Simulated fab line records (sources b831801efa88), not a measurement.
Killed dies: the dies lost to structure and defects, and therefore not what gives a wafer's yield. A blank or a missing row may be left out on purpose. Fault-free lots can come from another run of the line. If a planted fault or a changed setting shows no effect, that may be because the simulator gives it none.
Tool commonality check	flow gf180mcu	Sample size 13 lots and 39 wafers

== THE REASON FOR OPENING IT ==
3 of 13 lots carry a flag on the reading VT_IMPLANT_2_TW at GF_VT_IMPLANT_TW_MEAS_21. Wafers without a fault read 1219, standard deviation 9.
Rule: a lot is flagged in two cases, either no wafer of it has a number, or all its wafers with numbers fall more than 4 standard deviations from that mean. As for the other lots, they are considered sound.

lot	measured	on	VT_IMPLANT_2_TW, wafer by wafer	flag
L181	day 6 06:20	film metro-02	1228 1228 1230	
L182	day 6 11:15	film metro-03	1216 1221 1210	
L184	day 7 00:45	film metro-02	1228 1229 1235	
L186	day 7 11:16	film metro-03	1213 1213 1210	
L189	day 8 05:35	film metro-02	1225 1222 1226	
L191	day 8 20:50	film metro-02	1232 1225 1224	
L193	day 9 04:14	film metro-01	1215 1218 1212	
L195	day 9 22:39	film metro-02	1223 1227 1227	
L196	day 10 04:05	film metro-02	1227 1229 1226	
L200	day 11 05:57	film metro-01	1208 1207 1209	
L202	day 11 20:20	film metro-02	885 887 888	FLAGGED
L203	day 12 00:35	film metro-02	886 885 886	FLAGGED
L204	day 12 06:19	film metro-01	871 866 868	FLAGGED
Average over the flagged lots: 880; offset from the usual -339, equal to -38 standard deviations.

== LOT BY LOT: THE TOOL USED ==
The record holds 1 process step before the reading, out of a route of 602 steps. Each cell gives the tool, then ch followed by the chambers the sampled wafers passed through, then the start.
lot	flag	GF_VT_IMPLANT_IMPLANT_19
L181		implanter-01 ch 0, day 6 06:05
L182		implanter-01 ch 0, day 6 11:01
L184		implanter-01 ch 0, day 7 00:31
L186		implanter-03 ch 0, day 7 11:02
L189		implanter-01 ch 0, day 8 05:20
L191		implanter-01 ch 0, day 8 20:35
L193		implanter-03 ch 0, day 9 03:59
L195		implanter-01 ch 0, day 9 22:25
L196		implanter-01 ch 0, day 10 03:50
L200		implanter-03 ch 0, day 11 05:43
L202	FLAGGED	implanter-01 ch 0, day 11 20:05
L203	FLAGGED	implanter-01 ch 0, day 12 00:20
L204	FLAGGED	implanter-01 ch 0, day 12 06:07
What the steps here do:
- GF_VT_IMPLANT_IMPLANT_19
- GF_VT_IMPLANT_TW_MEAS_21

== FLAGGED AGAINST TOTAL, ONE TOOL AT A TIME (gauges that did the reading follow at the end) ==
step	tool	lots run	flagged	share of the flagged lots	sound lots run after its first flagged lot
GF_VT_IMPLANT_IMPLANT_19	implanter-01	10	3	all	0
GF_VT_IMPLANT_IMPLANT_19	implanter-03	3	0	none	-
GF_VT_IMPLANT_TW_MEAS_21	film metro-01	3	1	some	0
GF_VT_IMPLANT_TW_MEAS_21	film metro-02	8	2	some	0
GF_VT_IMPLANT_TW_MEAS_21	film metro-03	2	0	none	-

== WHAT IS ALLOWED BY THE TABLE ==
Rows of the table that ran each flagged lot: 1, that is implanter-01 at GF_VT_IMPLANT_IMPLANT_19.
- implanter-01 at GF_VT_IMPLANT_IMPLANT_19 ran 10 lots, 3 of them flagged. It ran its last sound lot, L196, at day 10 03:50 and its first flagged lot, L202, at day 11 20:05: a fault with its onset between the two fits.
What remains is a single tool, implanter-01 at GF_VT_IMPLANT_IMPLANT_19.

== WHAT THE SIMULATOR PUT IN ==
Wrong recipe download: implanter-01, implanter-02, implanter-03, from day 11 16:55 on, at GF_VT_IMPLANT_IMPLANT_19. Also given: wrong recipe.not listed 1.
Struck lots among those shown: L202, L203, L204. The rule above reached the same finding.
